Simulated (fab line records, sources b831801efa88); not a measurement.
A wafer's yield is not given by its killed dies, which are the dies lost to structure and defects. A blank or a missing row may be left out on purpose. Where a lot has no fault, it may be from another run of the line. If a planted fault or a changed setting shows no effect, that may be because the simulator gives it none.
The tool behind it: which one? :: flow sky130 :: 12 lots with 36 wafers sampled at 4 steps, on a route of 708 steps

== WHAT THE GAUGES SHOWED, per wafer ==
SKY_SONOS_ONO_CD_MEAS_13: the cd target is 410 nm.
lot: L452
measured: day 12 18:55
on: cd_sem-01
cd_nm (nm): 415.5 417.8 412.6

lot: L453
measured: day 13 06:04
on: cd_sem-02
cd_nm (nm): 406.8 405.9 406.1

lot: L455
measured: day 13 20:44
on: cd_sem-01
cd_nm (nm): 413.9 415.0 413.0

lot: L456
measured: day 14 06:10
on: cd_sem-01
cd_nm (nm): 410.2 409.5 410.6

lot: L458
measured: day 15 04:05
on: cd_sem-01
cd_nm (nm): 411.3 410.8 412.0

lot: L466
measured: day 18 01:35
on: cd_sem-01
cd_nm (nm): 412.0 411.5 411.3

lot: L467
measured: day 18 07:31
on: cd_sem-02
cd_nm (nm): 406.8 407.1 409.0

lot: L470
measured: day 19 15:51
on: cd_sem-01
cd_nm (nm): 409.1 407.8 407.9

lot: L471
measured: day 19 22:26
on: cd_sem-01
cd_nm (nm): 410.7 412.4 408.6

lot: L472
measured: day 20 04:10
on: cd_sem-02
cd_nm (nm): 409.6 410.4 409.1

lot: L473
measured: day 20 15:58
on: cd_sem-01
cd_nm (nm): 409.2 407.4 408.0

lot: L474
measured: day 20 16:53
on: cd_sem-02
cd_nm (nm): 411.2 410.3 409.4

SKY_SD_N_CD_MEAS_07: the cd target is 380 nm.
lot: L452
measured: day 27 22:55
on: cd_sem-02
cd_nm (nm): 384.3 382.8 381.5

lot: L453
measured: day 29 09:20
on: cd_sem-02
cd_nm (nm): 382.0 379.1 379.4

lot: L455
measured: day 29 10:52
on: cd_sem-02
cd_nm (nm): 379.5 378.8 380.2

lot: L456
measured: day 29 12:15
on: cd_sem-02
cd_nm (nm): 379.1 379.6 380.7

lot: L458
measured: day 30 18:03
on: cd_sem-02
cd_nm (nm): 381.5 380.9 383.0

lot: L466
measured: day 33 00:55
on: cd_sem-01
cd_nm (nm): 377.3 381.4 379.8

lot: L467
measured: day 33 08:44
on: cd_sem-02
cd_nm (nm): 380.8 383.1 381.3

lot: L470
measured: day 34 12:31
on: cd_sem-01
cd_nm (nm): 374.7 374.4 376.8

lot: L471
measured: day 34 14:23
on: cd_sem-02
cd_nm (nm): 376.9 373.2 376.6

lot: L472
measured: day 34 20:55
on: cd_sem-02
cd_nm (nm): 382.5 382.8 383.6

lot: L473
measured: day 36 12:04
on: cd_sem-02
cd_nm (nm): 384.4 382.4 385.5

lot: L474
measured: day 36 10:14
on: cd_sem-01
cd_nm (nm): 372.4 373.6 374.0

== EACH LOT AND THE TOOL THAT RAN IT (in order: tool; ch and the chambers of the sampled wafers; start) ==
lot: L452
SKY_POLY_GATE_ETCH_16: rie_diel-02 ch 0,1, day 16 11:11
SKY_POLY_GATE_STRIP_18: plasma_asher-03 ch 0,1, day 16 11:20

lot: L453
SKY_POLY_GATE_ETCH_16: rie_diel-01 ch 1,2, day 16 22:23
SKY_POLY_GATE_STRIP_18: plasma_asher-02 ch 0,1, day 16 22:32

lot: L455
SKY_POLY_GATE_ETCH_16: rie_diel-03 ch 0,1, day 17 23:53
SKY_POLY_GATE_STRIP_18: plasma_asher-03 ch 0,1, day 18 00:02

lot: L456
SKY_POLY_GATE_ETCH_16: rie_diel-01 ch 0,2,3, day 18 04:19
SKY_POLY_GATE_STRIP_18: plasma_asher-02 ch 0,1, day 18 04:28

lot: L458
SKY_POLY_GATE_ETCH_16: rie_diel-01 ch 2,3, day 19 12:26
SKY_POLY_GATE_STRIP_18: plasma_asher-03 ch 0,1, day 19 12:35

lot: L466
SKY_POLY_GATE_ETCH_16: rie_diel-01 ch 0,1,2, day 22 03:32
SKY_POLY_GATE_STRIP_18: plasma_asher-03 ch 0,1, day 22 03:41

lot: L467
SKY_POLY_GATE_ETCH_16: rie_diel-01 ch 0,1,2, day 22 11:38
SKY_POLY_GATE_STRIP_18: plasma_asher-02 ch 1, day 22 11:47

lot: L470
SKY_POLY_GATE_ETCH_16: rie_diel-01 ch 1,2,3, day 23 19:40
SKY_POLY_GATE_STRIP_18: plasma_asher-03 ch 0,1, day 23 19:50

lot: L471
SKY_POLY_GATE_ETCH_16: rie_diel-03 ch 0,1,2, day 24 01:25
SKY_POLY_GATE_STRIP_18: plasma_asher-02 ch 0,1, day 24 01:36

lot: L472
SKY_POLY_GATE_ETCH_16: rie_diel-02 ch 1,3, day 24 07:16
SKY_POLY_GATE_STRIP_18: plasma_asher-04 ch 1, day 24 07:26

lot: L473
SKY_POLY_GATE_ETCH_16: rie_diel-02 ch 0,2,3, day 25 22:26
SKY_POLY_GATE_STRIP_18: plasma_asher-02 ch 0,1, day 25 22:37

lot: L474
SKY_POLY_GATE_ETCH_16: rie_diel-01 ch 0,2, day 25 22:16
SKY_POLY_GATE_STRIP_18: plasma_asher-03 ch 0,1, day 25 22:25
- SKY_POLY_GATE_ETCH_16: etches Si3N4 in CH3F/O2, stops on poly-Si, time 147.5 s, target depth 75 nm.
- SKY_POLY_GATE_STRIP_18: strips in O2/N2.

== WHAT THE TOOLS THEMSELVES READ (means of the sampled wafers that have a number; where no wafer has one, the mark that the record gives instead) ==
SKY_POLY_GATE_ETCH_16.
lot: L452
tool: rie_diel-02
O2_flow_sccm (sccm): 29.99
bias_w (W): 80.18
drypump_motor_current_A (A): 6.10
oes_product_au (a.u.): 0.642
throttle_valve_pct (%): 10.532

lot: L453
tool: rie_diel-01
O2_flow_sccm (sccm): 29.97
bias_w (W): 79.88
drypump_motor_current_A (A): 5.57
oes_product_au (a.u.): 0.638
throttle_valve_pct (%): 10.532

lot: L455
tool: rie_diel-03
O2_flow_sccm (sccm): 30.00
bias_w (W): 80.21
drypump_motor_current_A (A): 5.75
oes_product_au (a.u.): 0.639
throttle_valve_pct (%): 10.535

lot: L456
tool: rie_diel-01
O2_flow_sccm (sccm): 29.96
bias_w (W): 79.79
drypump_motor_current_A (A): 5.91
oes_product_au (a.u.): 0.640
throttle_valve_pct (%): 10.539

lot: L458
tool: rie_diel-01
O2_flow_sccm (sccm): 30.01
bias_w (W): 79.92
drypump_motor_current_A (A): 6.01
oes_product_au (a.u.): 0.643
throttle_valve_pct (%): 10.528

lot: L466
tool: rie_diel-01
O2_flow_sccm (sccm): -
bias_w (W): -
drypump_motor_current_A (A): -
oes_product_au (a.u.): -
throttle_valve_pct (%): -

lot: L467
tool: rie_diel-01
O2_flow_sccm (sccm): -
bias_w (W): -
drypump_motor_current_A (A): -
oes_product_au (a.u.): -
throttle_valve_pct (%): -

lot: L470
tool: rie_diel-01
O2_flow_sccm (sccm): 29.91
bias_w (W): 79.96
drypump_motor_current_A (A): 5.78
oes_product_au (a.u.): 0.645
throttle_valve_pct (%): 10.528

lot: L471
tool: rie_diel-03
O2_flow_sccm (sccm): 30.07
bias_w (W): 79.53
drypump_motor_current_A (A): 5.55
oes_product_au (a.u.): 0.641
throttle_valve_pct (%): 10.535

lot: L472
tool: rie_diel-02
O2_flow_sccm (sccm): 30.05
bias_w (W): 80.14
drypump_motor_current_A (A): 5.67
oes_product_au (a.u.): 0.646
throttle_valve_pct (%): 10.549

lot: L473
tool: rie_diel-02
O2_flow_sccm (sccm): 29.98
bias_w (W): 80.14
drypump_motor_current_A (A): 5.91
oes_product_au (a.u.): 0.642
throttle_valve_pct (%): 10.532

lot: L474
tool: rie_diel-01
O2_flow_sccm (sccm): 29.96
bias_w (W): 80.04
drypump_motor_current_A (A): 5.68
oes_product_au (a.u.): 0.640
throttle_valve_pct (%): 10.539

SKY_POLY_GATE_STRIP_18.
lot: L452
tool: plasma_asher-03
drypump_motor_current_A (A): 5.9
o2_flow_sccm (sccm): 3000
oes_product_au (a.u.): 0.357
strip_time_to_endpoint_s (s): 3.186

lot: L453
tool: plasma_asher-02
drypump_motor_current_A (A): 5.9
o2_flow_sccm (sccm): 2997
oes_product_au (a.u.): 0.361
strip_time_to_endpoint_s (s): 3.202

lot: L455
tool: plasma_asher-03
drypump_motor_current_A (A): 5.8
o2_flow_sccm (sccm): 2994
oes_product_au (a.u.): 0.360
strip_time_to_endpoint_s (s): 3.172

lot: L456
tool: plasma_asher-02
drypump_motor_current_A (A): 6.0
o2_flow_sccm (sccm): 3006
oes_product_au (a.u.): 0.361
strip_time_to_endpoint_s (s): 3.226

lot: L458
tool: plasma_asher-03
drypump_motor_current_A (A): 6.1
o2_flow_sccm (sccm): 2995
oes_product_au (a.u.): 0.361
strip_time_to_endpoint_s (s): 3.183

lot: L466
tool: plasma_asher-03
drypump_motor_current_A (A): 6.1
o2_flow_sccm (sccm): 3005
oes_product_au (a.u.): 0.412
strip_time_to_endpoint_s (s): 4.352

lot: L467
tool: plasma_asher-02
drypump_motor_current_A (A): 6.1
o2_flow_sccm (sccm): 2999
oes_product_au (a.u.): 0.409
strip_time_to_endpoint_s (s): 4.340

lot: L470
tool: plasma_asher-03
drypump_motor_current_A (A): 6.1
o2_flow_sccm (sccm): 3000
oes_product_au (a.u.): 0.359
strip_time_to_endpoint_s (s): 3.200

lot: L471
tool: plasma_asher-02
drypump_motor_current_A (A): 6.0
o2_flow_sccm (sccm): 3011
oes_product_au (a.u.): 0.365
strip_time_to_endpoint_s (s): 3.160

lot: L472
tool: plasma_asher-04
drypump_motor_current_A (A): 4.9
o2_flow_sccm (sccm): 3021
oes_product_au (a.u.): 0.359
strip_time_to_endpoint_s (s): 3.146

lot: L473
tool: plasma_asher-02
drypump_motor_current_A (A): 6.0
o2_flow_sccm (sccm): 3005
oes_product_au (a.u.): 0.364
strip_time_to_endpoint_s (s): 3.172

lot: L474
tool: plasma_asher-03
drypump_motor_current_A (A): 6.1
o2_flow_sccm (sccm): 2994
oes_product_au (a.u.): 0.364
strip_time_to_endpoint_s (s): 3.161

== THE ANSWER, worked out from the rows above alone ==
Rule: the lots themselves supply what counts as usual. Put in order of their means at a reading, lots are off if they are a third of the lots or fewer, leave a main group of 4 or more, and stand apart from it by a gap of 3 or more times the standard deviation of the main group's means; of several such gaps the widest counts. Not used: any main group whose means are identical at the precision the tables above print for the reading. A lot without any number at a reading at which 4 lots or more have one is off too. Where the step has rows for the other lots, those lots are counted as sound. First the gauges in route order, then the tools' own readings, where a lot's mean is used as printed above. The first step at which some lot is off is used, and at that step the reading that is off furthest; a lot without a number counts as furthest.
Off: L466, L467, at SKY_POLY_GATE_ETCH_16 (O2_flow_sccm). Without a number there: L466, L467. Mean 29.99 sccm and standard deviation 0.044 in the main group.
A tool fits if, at that step or a process step before it, it ran every lot that is off, and no sound lot after the first of them. No candidate that was tried fits.

== WHAT THE SIMULATOR HAD PUT IN ==
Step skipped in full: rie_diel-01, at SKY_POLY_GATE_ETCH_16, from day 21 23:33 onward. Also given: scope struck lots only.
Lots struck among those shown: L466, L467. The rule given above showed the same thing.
